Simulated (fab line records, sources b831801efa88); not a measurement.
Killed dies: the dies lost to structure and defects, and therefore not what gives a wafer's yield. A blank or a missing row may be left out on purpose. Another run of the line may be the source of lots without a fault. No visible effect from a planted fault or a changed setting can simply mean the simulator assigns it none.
Which tool did it? -- flow sfq line -- 7 lots with 20 wafers sampled at 2 steps, on a route of 325 steps

== WHAT THE GAUGES READ, wafer by wafer ==
SFQ_I5_OVL_MEAS_936.
lot,measured,on,I5_OVL (nm)
L111,day 52 12:28,overlay-01,5 8 1
L114,day 52 18:28,overlay-02,-3 -5
L122,day 61 21:35,overlay-01,1 -1 -7
L124,day 61 23:58,overlay-01,-2 8 7
L127,day 69 01:31,overlay-01,1 13 4
L129,day 69 03:55,overlay-01,3 -1 6
L132,day 69 08:43,overlay-01,-6 -2 -1

== WHAT TOOL EACH LOT RAN ON (gives the tool, then ch and the chambers of the sampled wafers, and finally the start) ==
lot,SFQ_TRILAYER_R5_DEP_SPUTTER_134
L111,"pvd sputter-05, day 44 08:10"
L114,"pvd sputter-04, day 46 02:10"
L122,"pvd sputter-04, day 61 06:10"
L124,"pvd sputter-05, day 61 09:10"
L127,"pvd sputter-03, day 61 12:58"
L129,"pvd sputter-03, day 61 15:58"
L132,"pvd sputter-04, day 61 21:58"
- SFQ_TRILAYER_R5_DEP_SPUTTER_134: material Ti, target thk 5 nm, time 5 s.

== THE ANSWER, worked out from the rows above alone ==
Rule: usual is defined by the lots themselves. Put in order of their means at a reading, lots are off if they are a third of the lots or fewer, leave a main group of 4 or more, and stand apart from it by a gap of 3 or more times the standard deviation of the main group's means; of several such gaps the widest counts. A main group is skipped when, at the precision printed for the reading in the tables above, its means are all equal. Also off: a lot with no number at a reading for which 4 or more lots have one. All remaining lots with rows at the step are treated as sound.
No lot is off on any of the readings shown, so nothing can be concluded from this.

== WHAT THE SIMULATOR HAD INSERTED ==
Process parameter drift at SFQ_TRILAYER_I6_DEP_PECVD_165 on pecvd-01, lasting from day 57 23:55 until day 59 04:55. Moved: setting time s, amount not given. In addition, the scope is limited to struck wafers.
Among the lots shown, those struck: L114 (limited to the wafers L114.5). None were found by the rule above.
